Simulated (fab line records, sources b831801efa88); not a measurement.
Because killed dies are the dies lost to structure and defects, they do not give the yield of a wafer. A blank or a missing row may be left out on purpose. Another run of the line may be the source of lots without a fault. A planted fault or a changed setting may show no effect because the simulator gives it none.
Which tool did it? || flow sky130 || 11 lots, 33 wafers sampled, at 2 steps of a route of 708

WHAT THE GAUGES SHOWED, per wafer
SKY_LDD_LDN_OVL_MEAS_07.
{"lot": "L606", "measured": "day 22 19:32", "on": "overlay-02", "LDD_LDN_OVL (nm)": "1.6 -0.1 -0.4"}
{"lot": "L608", "measured": "day 23 09:31", "on": "overlay-01", "LDD_LDN_OVL (nm)": "1.1 0.8 -0.4"}
{"lot": "L609", "measured": "day 24 00:16", "on": "overlay-01", "LDD_LDN_OVL (nm)": "0.9 0.9 -0.1"}
{"lot": "L610", "measured": "day 24 05:44", "on": "overlay-01", "LDD_LDN_OVL (nm)": "0.2 0.1 0.5"}
{"lot": "L611", "measured": "day 25 03:07", "on": "overlay-02", "LDD_LDN_OVL (nm)": "- - -"}
{"lot": "L612", "measured": "day 25 05:54", "on": "overlay-01", "LDD_LDN_OVL (nm)": "2.2 2.3 2.3"}
{"lot": "L621", "measured": "day 28 09:00", "on": "overlay-01", "LDD_LDN_OVL (nm)": "-1.6 0.5 1.5"}
{"lot": "L623", "measured": "day 28 23:28", "on": "overlay-01", "LDD_LDN_OVL (nm)": "2.6 1.2 -1.2"}
{"lot": "L624", "measured": "day 29 04:10", "on": "overlay-01", "LDD_LDN_OVL (nm)": "-0.1 0.7 0.2"}
{"lot": "L625", "measured": "day 29 08:54", "on": "overlay-01", "LDD_LDN_OVL (nm)": "-1.1 -1.2 -2.0"}
{"lot": "L627", "measured": "day 30 05:29", "on": "overlay-02", "LDD_LDN_OVL (nm)": "-1.5 -2.2 0.2"}

EACH LOT AND THE TOOL THAT RAN IT (in order: tool; ch and the chambers of the sampled wafers; start)
{"lot": "L606", "SKY_LDD_LDN_EXPOSE_04": "iline-stepper-02 ch 0, day 22 04:36"}
{"lot": "L608", "SKY_LDD_LDN_EXPOSE_04": "iline-stepper-02 ch 0, day 22 18:05"}
{"lot": "L609", "SKY_LDD_LDN_EXPOSE_04": "iline-stepper-01 ch 0, day 23 09:54"}
{"lot": "L610", "SKY_LDD_LDN_EXPOSE_04": "iline-stepper-01 ch 0, day 23 14:53"}
{"lot": "L611", "SKY_LDD_LDN_EXPOSE_04": "iline-stepper-01 ch 0, day 24 12:23"}
{"lot": "L612", "SKY_LDD_LDN_EXPOSE_04": "iline-stepper-02 ch 0, day 24 15:20"}
{"lot": "L621", "SKY_LDD_LDN_EXPOSE_04": "iline-stepper-02 ch 0, day 27 18:35"}
{"lot": "L623", "SKY_LDD_LDN_EXPOSE_04": "iline-stepper-01 ch 0, day 28 10:12"}
{"lot": "L624", "SKY_LDD_LDN_EXPOSE_04": "iline-stepper-02 ch 0, day 28 14:27"}
{"lot": "L625", "SKY_LDD_LDN_EXPOSE_04": "iline-stepper-02 ch 0, day 28 19:22"}
{"lot": "L627", "SKY_LDD_LDN_EXPOSE_04": "iline-stepper-02 ch 0, day 29 15:39"}
- SKY_LDD_LDN_EXPOSE_04: exposes mask LDNTM, target cd 700 nm.

THE ANSWER, worked out from the rows above alone
Rule: the usual values come from the lots themselves. Put in order of their means at a reading, lots are off if they are a third of the lots or fewer, leave a main group of 4 or more, and stand apart from it by a gap of 3 or more times the standard deviation of the main group's means; of several such gaps the widest counts. A main group is skipped when, at the precision printed for the reading in the tables above, its means are all equal. A lot without any number at a reading at which 4 lots or more have one is off too. The other lots that the step has rows for count as sound.
Off: at SKY_LDD_LDN_OVL_MEAS_07 (LDD_LDN_OVL), L611. Without a number there: L611. Mean 0.3 nm and standard deviation 0.97 in the main group.
If a tool, at a process step before that reading, ran all the lots that are off and no sound lot after the first of them, it fits. Those tools and the gauges at SKY_LDD_LDN_OVL_MEAS_07 are tried in the same way. None of those tried fits.

WHAT WAS PUT IN BY THE SIMULATOR
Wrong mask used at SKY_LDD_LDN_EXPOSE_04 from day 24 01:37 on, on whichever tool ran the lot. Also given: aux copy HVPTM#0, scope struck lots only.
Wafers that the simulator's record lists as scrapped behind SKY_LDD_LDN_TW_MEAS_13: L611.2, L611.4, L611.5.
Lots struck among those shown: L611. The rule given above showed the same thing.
